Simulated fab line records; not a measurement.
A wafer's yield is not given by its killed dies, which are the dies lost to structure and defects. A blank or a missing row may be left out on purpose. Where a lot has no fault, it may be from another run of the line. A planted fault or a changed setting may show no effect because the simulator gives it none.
fab line records | flow sky130
record: lots: 6 wafers: 18 last-day: 50
route steps=708 shown CAP2M@614 METAL4@621
lots that met no fault: from a run of the same line without faults
start-h: start of the lot's first displayed wafer, in hours after the record's first day | wait-h: hours since the lot's step before | " repeats the value in the row above | L1.1+2: several wafers, shown together as one row | - no value, or no start given | * or withheld: withheld | < > ~ a bound
route shown NAME@n: names a module that has steps shown in the file, with the first one's number in the route | usual: the fault-free wafers' mean and standard deviation | same: alike in all rows | chamber/n: place in a boat | sites: readings site by site | _std_site: their standard deviation | _edge_site: the outer-site mean with the inner-site mean subtracted | radius-mm: how far each site lies from the wafer's centre | mask NAME#n: copy n | behind: the tool/chamber that last shaped the wafer | hold: the reason the lot was held/the length of the hold in hours/how it ended | device: the n, p or np transistor that did not switch | end of line: tests run on the same wafers once the route is complete | step lacking rows: just its recipe | killed: count of dies lost to structure and defects at first sort (not the wafer's yield) | map: dies across one wafer; x = killed, . = not, _ = none there
set.NAME: setting as actually run; set.NAME@STEP: the setting as run at that earlier step | model.NAME: the simulator's own value behind a step, which no gauge read
lots at selected steps of the route; one table per step, one row per wafer
services: a tool's chamber out of use, with start hour (start-h, from the record's first day; less than 0 if before it), hours out, and reason
== steps ==
step: SKY_CAP2M_DEVELOP_11
recipe: resist: NOVOLAK developer: TMAH develop-time-s: 58.01 dev-temp-c: 23
step: SKY_CAP2M_OVL_MEAS_12
usual: CAP2M_OVL: 0.2/1.4
columns lot.wafer tool chamber start-h wait-h CAP2M_OVL[nm]
L421.3 overlay-02 - 1045.15 0.1 -1.0
L421.5 " - " " 0.9
L421.6 " - " " 0.0
L424.3 overlay-01 - 1064.80 0.1 1.9
L424.5 " - " " 3.1
L424.6 " - " " 3.0
L429.1 overlay-01 - 1091.39 0.1 2.0
L429.2 " - " " 0.4
L429.4 " - " " 1.4
L430.3 overlay-01 - 1092.05 0.1 0.4
L430.4 " - " " -1.4
L430.6 " - " " -0.8
L433.1 overlay-01 - 1104.69 0.1 0.0
L433.4 " - " " -2.0
L433.6 " - " " 0.0
L432.1 overlay-01 - 1109.69 0.1 -2.4
L432.3 " - " " -2.0
L432.6 " - " " -2.4
step: SKY_CAP2M_METAL_ETCH_13
recipe: target-depth-nm: 220 stop-on: SiO2 chemistry: Cl2/BCl3 target: TiN pressure-mtorr: 10 icp-w: 900 bias-w: 48.5 Cl2_flow_sccm: 60 bcl3-flow-sccm: 30 time-s: 62.9
usual: bcl3-flow-sccm: 30.01/0.092 drypump-motor-current-A: 5.7/0.48 oes-product-au: 0.943/0.0092 rf-fwd-power-W: 892.7/2.8 throttle-valve-pct: 21.900/0.01
columns lot.wafer tool chamber start-h wait-h bcl3-flow-sccm drypump-motor-current-A oes-product-au rf-fwd-power-W rf-hours-counter-h throttle-valve-pct
L421.3 rie-metal-01 1 1045.20 0.0 30.08 5.4 0.925 890.2 - 21.930
L421.5 " 1 " " 29.98 5.4 0.927 893.7 - 21.908
L421.6 " 0 " " 29.94 6.0 0.947 892.1 - 21.897
L424.3 rie-metal-03 0 1064.85 0.0 30.10 6.5 0.939 894.0 - 21.898
L424.5 " 1 " " 30.05 5.8 0.934 888.0 - 21.910
L424.6 " 0 " " 30.01 6.4 0.934 896.3 - 21.889
L429.1 rie-metal-02 0 1091.43 0.0 30.14 5.2 0.927 890.0 17 21.900
L429.2 " 1 " " 30.09 5.3 0.939 891.0 13 21.893
L429.4 " 0 " " 29.87 5.2 0.934 891.6 - 21.899
L430.3 rie-metal-03 1 1092.10 0.0 30.04 5.8 0.950 892.0 - 21.877
L430.4 " 0 " " 29.95 6.5 0.930 890.1 - 21.914
L430.6 " 1 " " 29.97 5.8 0.949 891.3 - 21.900
L433.1 rie-metal-03 0 1104.72 0.0 29.95 6.4 0.939 896.6 18 21.909
L433.4 " 0 " " 30.12 6.5 0.950 892.6 - 21.895
L433.6 " 0 " " 30.01 6.4 0.959 892.3 - 21.883
L432.1 rie-metal-02 0 1109.72 0.0 30.06 5.1 0.932 892.8 18 21.907
L432.3 " 1 " " 30.00 5.2 0.952 893.3 - 21.908
L432.6 " 0 " " 30.18 5.2 0.937 892.7 - 21.900
step: SKY_CAP2M_STRIP_14
recipe: chemistry: O2/N2 power-w: 1400 pressure-mtorr: 1500 platen-temp-c: withheld o2-flow-sccm: 3000 n2-flow-sccm: 300 overash-fraction: 0.5
usual: drypump-motor-current-A: 5.7/0.51 oes-product-au: 0.710/0.0042 strip-time-to-endpoint-s: 12.60/0.044
columns lot.wafer tool chamber start-h wait-h drypump-motor-current-A oes-product-au rf-hours-counter-h strip-time-to-endpoint-s
L421.3 plasma-asher-03 0 1045.29 0.1 5.5 0.716 - 12.57
L421.5 " 0 " " 5.5 0.706 - 12.53
L421.6 " 1 " " 5.4 0.708 - 12.61
L424.3 plasma-asher-03 1 1064.94 0.1 5.4 0.706 - 12.65
L424.5 " 0 " " 5.5 0.712 - 12.68
L424.6 " 1 " " 5.3 0.706 - 12.69
L429.1 plasma-asher-04 1 1091.50 0.1 5.8 0.716 96 12.56
L429.2 " 0 " " 6.6 0.712 96 12.61
L429.4 " 1 " " 5.8 0.710 - 12.61
L430.3 plasma-asher-04 0 1092.19 0.1 6.6 0.711 - 12.57
L430.4 " 1 " " 5.8 0.710 - 12.53
L430.6 " 0 " " 6.6 0.713 - 12.52
L433.1 plasma-asher-02 0 1104.88 0.1 5.0 0.705 65 12.66
L433.4 " 1 " " 6.2 0.703 - 12.60
L433.6 " 0 " " 5.0 0.710 - 12.63
L432.1 plasma-asher-03 0 1109.80 0.1 5.5 0.708 35 12.56
L432.3 " 0 " " 5.5 0.700 - 12.52
L432.6 " 0 " " 5.5 0.709 - 12.62
step: SKY_CAP2M_STRIP_15
recipe: chemistry: post-etch-residue-remover time-s: 1200 temp-c: 72.5
step: SKY_CAP2M_CLEAN_16
recipe: chemistry: IPA time-s: 180 temp-c: 25
step: SKY_CAP2M_CLEAN_17
recipe: chemistry: O3/DIW dry: n2-spin
step: SKY_METAL4_DEHYDRATE_05
recipe: temp-c: 200 time-s: 60
step: SKY_METAL4_HMDS_06
recipe: prime-time-s: 60 prime-temp-c: 120
step: SKY_METAL4_COAT_07
recipe: resist: BARC temp-c: withheld time-s: withheld spin-rpm: 3000 resist-thk-nm: 60
step: SKY_METAL4_COAT_08
recipe: resist: KrF-thick spin-rpm: 3000 resist-thk-nm: 1140
step: SKY_METAL4_SOFTBAKE_09
recipe: temp-c: 100 time-s: 90 resist: KrF-thick
step: SKY_METAL4_EXPOSE_10
recipe: mask-id: MM4 na: 0.68 source-shape: annular sigma-inner: 0.4 sigma-outer: 0.8 target-cd-nm: 300 dose-mj: 28
usual: exposure-dose-mJ-cm2: 27.981/0.027 focus-offset-nm: 0.0/0.56
columns lot.wafer tool chamber start-h wait-h mask exposure-dose-mJ-cm2 focus-offset-nm
L421.3 krf-scanner-01 0 1057.97 - MM4#0 28.003 0.0
L421.5 " 0 " " MM4#0 27.980 0.4
L421.6 " 0 " " MM4#0 27.989 0.2
L424.3 krf-scanner-02 0 1075.38 - MM4#0 27.974 -0.5
L424.5 " 0 " " MM4#0 27.993 0.3
L424.6 " 0 " " MM4#0 28.006 -0.3
L429.1 krf-scanner-02 - 1102.38 - MM4#0 - -
L429.2 " - " " MM4#0 - -
L429.4 " - " " MM4#0 - -
L430.3 krf-scanner-02 - 1103.70 - MM4#0 - -
L430.4 " - " " MM4#0 - -
L430.6 " - " " MM4#0 - -
L433.1 krf-scanner-01 0 1115.18 - MM4#0 28.014 -0.6
L433.4 " 0 " " MM4#0 28.010 -0.9
L433.6 " 0 " " MM4#0 27.981 -0.2
L432.1 krf-scanner-01 0 1119.61 - MM4#0 27.987 -0.2
L432.3 " 0 " " MM4#0 27.952 0.1
L432.6 " 0 " " MM4#0 27.947 0.6
step: SKY_METAL4_PEB_11
recipe: peb-temp-c: withheld peb-time-s: withheld resist: KrF-thick
== services ==
columns tool chamber start-h hours kind
krf-scanner-01 - 1040.99 0.3 repair
krf-scanner-02 0 1041.20 - calibration
plasma-asher-03 - 1047.32 3.5 repair
krf-scanner-01 0 1058.88 - calibration
krf-scanner-01 - 1080.11 0.8 pm
krf-scanner-02 - 1085.47 0.8 pm
rie-metal-03 - 1085.98 0.7 repair
krf-scanner-02 - 1096.39 1.3 pm
rie-metal-03 1 1103.46 8.5 repair
krf-scanner-01 - 1103.48 1.3 pm
krf-scanner-02 - 1113.65 1.4 repair
== key ==
first-sign: step: SKY_METAL4_EXPOSE_10 reading: tool-record direction: missing
effect none on later readings
met-at SKY_METAL4_EXPOSE_10
struck-wafers L429.1,L429.2,L429.4,L430.3,L430.4,L430.6
later-rows-left-out L429.1,L429.2,L429.4,L430.3,L430.4,L430.6
sort-left-out L429.1,L429.2,L429.4,L430.3,L430.4,L430.6
onset-between 1075.38 1102.38
fault: kind: skipped-step-whole tool: krf-scanner-02 chamber: - onset-h: 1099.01 steps: SKY_METAL4_EXPOSE_10 scope: struck-lots-only
sort-left-out: the simulated sort isn't trusted on such a fault, so these wafers' sort isn't shown, and their yield isn't known
later-rows-left-out: the simulator's readings of these wafers behind a module that went badly wrong aren't trusted and aren't shown, but for the sort
